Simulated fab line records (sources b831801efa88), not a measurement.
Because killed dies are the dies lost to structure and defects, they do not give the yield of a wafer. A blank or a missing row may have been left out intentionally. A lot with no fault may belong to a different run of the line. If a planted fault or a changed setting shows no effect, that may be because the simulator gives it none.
Which of the tools did it?	flow sky130	Sampling: 13 lots, 39 wafers, 5 of 708 route steps

== WHAT THE GAUGES READ, wafer by wafer ==
SKY_VT_ADJUST_HVTP_TW_MEAS_11. Usual: for VT_ADJUST_HVTP_TW the level is 1344 and the standard deviation is 7.
lot	measured	on	VT_ADJUST_HVTP_TW	flag
L776	day 6 11:11	filmMetro-04	1351 1342 1348	
L777	day 6 18:59	filmMetro-04	1337 1348 1338	
L778	day 6 21:25	filmMetro-01	1349 1344 1349	
L779	day 7 04:20	filmMetro-02	1340 1345 1338	
L780	day 7 10:37	filmMetro-02	1343 1335 1335	
L781	day 7 14:16	filmMetro-01	1350 1349 1361	
L782	day 7 23:37	filmMetro-04	1350 1336 1346	
L783	day 8 08:25	filmMetro-04	1342 1339 1336	
L785	day 8 15:47	filmMetro-02	1344 1344 1348	
L792	day 10 13:47	filmMetro-02	1342 1346 1340	
L793	day 11 00:30	filmMetro-04	1345 1334 1341	
L795	day 11 09:11	filmMetro-04	1338 1346 1341	
L796	day 11 13:25	filmMetro-01	1339 1351 1345	

SKY_SONOS_TUNNEL_TW_MEAS_12. Usual: for SONOS_TUNNEL_TW the level is 195.5 and the standard deviation is 1.4.
lot	measured	on	SONOS_TUNNEL_TW	flag
L776	day 11 19:59	filmMetro-03	194.3 193.1 193.6	
L777	day 12 04:34	filmMetro-01	196.8 196.6 197.1	
L778	day 12 08:11	filmMetro-01	197.2 197.0 197.0	
L779	day 12 15:08	filmMetro-01	196.4 196.8 197.5	
L780	day 13 00:22	filmMetro-03	194.7 194.8 194.6	
L781	day 13 05:08	filmMetro-03	195.4 193.3 195.0	
L782	day 13 16:02	filmMetro-01	196.5 197.3 196.1	
L783	day 14 04:07	filmMetro-01	196.5 197.1 196.5	
L785	day 14 13:10	filmMetro-04	194.1 194.5 194.2	
L792	day 16 22:19	filmMetro-01	110.0 108.9 108.8	OFF
L793	day 17 12:57	filmMetro-04	105.2 105.3 104.2	OFF
L795	day 17 23:41	filmMetro-03	194.4 194.4 194.4	
L796	day 18 04:35	filmMetro-03	194.4 193.6 194.6	

SKY_LDD_P_TW_MEAS_11. Usual: for LDD_P_TW the level is 628 and the standard deviation is 6.
lot	measured	on	LDD_P_TW	flag
L776	day 19 09:31	filmMetro-02	637 639 634	
L777	day 20 02:47	filmMetro-04	632 635 632	
L778	day 20 02:30	filmMetro-03	622 623 621	
L779	day 20 09:53	filmMetro-03	619 622 624	
L780	day 20 20:29	filmMetro-03	621 621 623	
L781	day 21 02:34	filmMetro-02	630 630 633	
L782	day 22 01:20	filmMetro-02	635 636 635	
L783	day 22 13:07	filmMetro-03	624 624 618	
L785	day 22 21:27	filmMetro-03	624 620 620	
L792	day 25 04:47	filmMetro-04	625 625 627	
L793	day 25 20:08	filmMetro-02	636 635 635	
L795	day 26 05:01	filmMetro-02	630 631 632	
L796	day 26 09:25	filmMetro-04	619 622 621	

SKY_SD_P_TW_MEAS_11. Usual: for SD_P_TW the level is 2798 and the standard deviation is 24.
lot	measured	on	SD_P_TW	flag
L776	day 25 18:46	filmMetro-04	2754 2782 2799	
L777	day 26 11:13	filmMetro-04	2769 2761 2771	
L778	day 26 10:19	filmMetro-01	2809 2815 2808	
L779	day 26 16:38	filmMetro-04	2770 2756 2749	
L780	day 27 04:34	filmMetro-02	2807 2828 2812	
L781	day 28 18:29	filmMetro-02	2819 2822 2820	
L782	day 28 20:04	filmMetro-01	2812 2803 2799	
L783	day 28 18:49	filmMetro-01	2802 2802 2809	
L785	day 29 01:02	filmMetro-04	2776 2785 2778	
L792	day 31 02:54	filmMetro-02	2812 2805 2802	
L793	day 31 20:07	filmMetro-04	2725 2727 2742	
L795	day 32 03:26	filmMetro-01	2814 2810 2799	
L796	day 32 11:07	filmMetro-01	2802 2823 2806	

== WHAT TOOL EACH LOT RAN ON (gives the tool, then ch and the chambers of the sampled wafers, and finally the start) ==
lot	SKY_SONOS_TUNNEL_IMPLANT_09
L776	implanter-01 ch 0, day 11 19:34
L777	implanter-02 ch 0, day 12 04:10
L778	implanter-02 ch 0, day 12 07:49
L779	implanter-01 ch 0, day 12 14:43
L780	implanter-01 ch 0, day 12 23:55
L781	implanter-01 ch 0, day 13 04:44
L782	implanter-04 ch 0, day 13 15:38
L783	implanter-02 ch 0, day 14 03:45
L785	implanter-01 ch 0, day 14 12:41
L792	implanter-04 ch 0, day 16 21:46
L793	implanter-04 ch 0, day 17 12:32
L795	implanter-01 ch 0, day 17 23:15
L796	implanter-01 ch 0, day 18 04:10
- SKY_SONOS_TUNNEL_IMPLANT_09

== AS READ BY THE TOOLS THEMSELVES (means over the sampled wafers that have a number; for cases with no such wafer, the mark the record gives instead) ==
SKY_SONOS_TUNNEL_IMPLANT_09. Usual: doseIonsCm2 1.0001e+12, standard deviation 1e+09; faradayCurrentUA 5.63, standard deviation 0.11.
lot	tool	doseIonsCm2	faradayCurrentUA	flag
L776	implanter-01	1.0006e+12	5.56	
L777	implanter-02	1.0003e+12	5.66	
L778	implanter-02	1.0014e+12	5.69	
L779	implanter-01	1.0001e+12	5.61	
L780	implanter-01	1.0003e+12	5.68	
L781	implanter-01	9.9967e+11	5.67	
L782	implanter-04	9.9950e+11	5.63	
L783	implanter-02	1.0003e+12	5.55	
L785	implanter-01	1.0005e+12	5.62	
L792	implanter-04	9.9400e+10	0.56	OFF
L793	implanter-04	9.9367e+10	0.56	OFF
L795	implanter-01	1.0011e+12	5.52	
L796	implanter-01	1.0011e+12	5.66	

== THE ANSWER, worked out from the rows above alone ==
Rule: lot off if the mean of its wafers having a number is beyond 3 standard deviations from the usual mean. A lot without any number at a reading at which 4 lots or more have one is off too. Any other lot the step has rows for is counted as sound. Order of review: gauges by route order, followed by the tools' own readings, for which a lot's mean as printed above is used. The first step at which some lot is off is used, and at that step the reading that is off furthest; a lot without a number counts as furthest.
Off: at SKY_SONOS_TUNNEL_TW_MEAS_12 (SONOS_TUNNEL_TW), L792, L793.
A tool fits if, at a process step before that reading, it ran every lot that is off, and no sound lot after the first of them. The gauges at SKY_SONOS_TUNNEL_TW_MEAS_12 aren't tried: what is off there is off at SKY_SONOS_TUNNEL_IMPLANT_09 too, on other tools, and a gauge's error can't cause that. One candidate fits, namely implanter-04 at SKY_SONOS_TUNNEL_IMPLANT_09. Its last sound lot is L782 (day 13 15:38), its first lot that is off L792 (day 16 21:46): a fault that began between those two fits.
The tool's own readings at SKY_SONOS_TUNNEL_IMPLANT_09 bear it out: on the lots that are off they differ by more than 5 times the standard deviation of the sound lots' means. doseIonsCm2 reads 9.9384e+10 there against 1.0004e+12 on the sound lots; faradayCurrentUA reads 0.56 there against 5.62 on the sound lots.

== WHAT THE SIMULATOR PUT IN ==
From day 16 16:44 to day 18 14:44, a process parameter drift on implanter-04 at SKY_SONOS_TUNNEL_IMPLANT_09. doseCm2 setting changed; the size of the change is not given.
Lots struck among those shown: L792, L793. The rule above reached the same finding.
